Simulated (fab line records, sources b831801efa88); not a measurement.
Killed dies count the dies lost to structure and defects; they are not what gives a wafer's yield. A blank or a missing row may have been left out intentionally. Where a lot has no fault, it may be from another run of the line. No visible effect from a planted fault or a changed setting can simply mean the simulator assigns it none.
Which tool is to blame? ; flow sky130 ; 21 wafers sampled from 7 lots at 1 step of a route of 708

## WHAT EACH GAUGE READ, for each wafer
SKY_LI_CONTACT_THK_MEAS_01.
lot;measured;on;LI_CONTACT_HDPCVD_THK (nm)
L540;day 28 06:25;film metro-03;924 909 918
L542;day 29 04:12;film metro-01;928 928 924
L547;day 30 15:13;film metro-04;931 936 935
L550;day 31 17:22;film metro-03;923 924 930
L553;day 32 19:34;film metro-04;916 921 931
L555;day 33 09:40;film metro-01;934 931 932
L562;day 36 00:37;film metro-03;910 914 916

## TOOL THAT RAN EACH LOT (tool first, then ch and the chambers of the sampled wafers, then the start)
Record: no process step prior to these readings.

## THE ANSWER, worked out from the rows above alone
Rule: what is usual is taken from the lots themselves. The widest of any qualifying gaps counts: lots, ordered by their means at a reading, are off when they make up no more than a third of the lots, leave a main group of 4 or more, and stand apart from it by 3 or more times the standard deviation of that group's means. A main group whose means are all the same, to the digits that the tables above print for the reading, isn't used. A lot without any number at a reading at which 4 lots or more have one is off too. Any other lot the step has rows for is counted as sound.
No lot is off on any of the readings shown, so nothing can be concluded from this.

## WHAT THE SIMULATOR HAD INSERTED
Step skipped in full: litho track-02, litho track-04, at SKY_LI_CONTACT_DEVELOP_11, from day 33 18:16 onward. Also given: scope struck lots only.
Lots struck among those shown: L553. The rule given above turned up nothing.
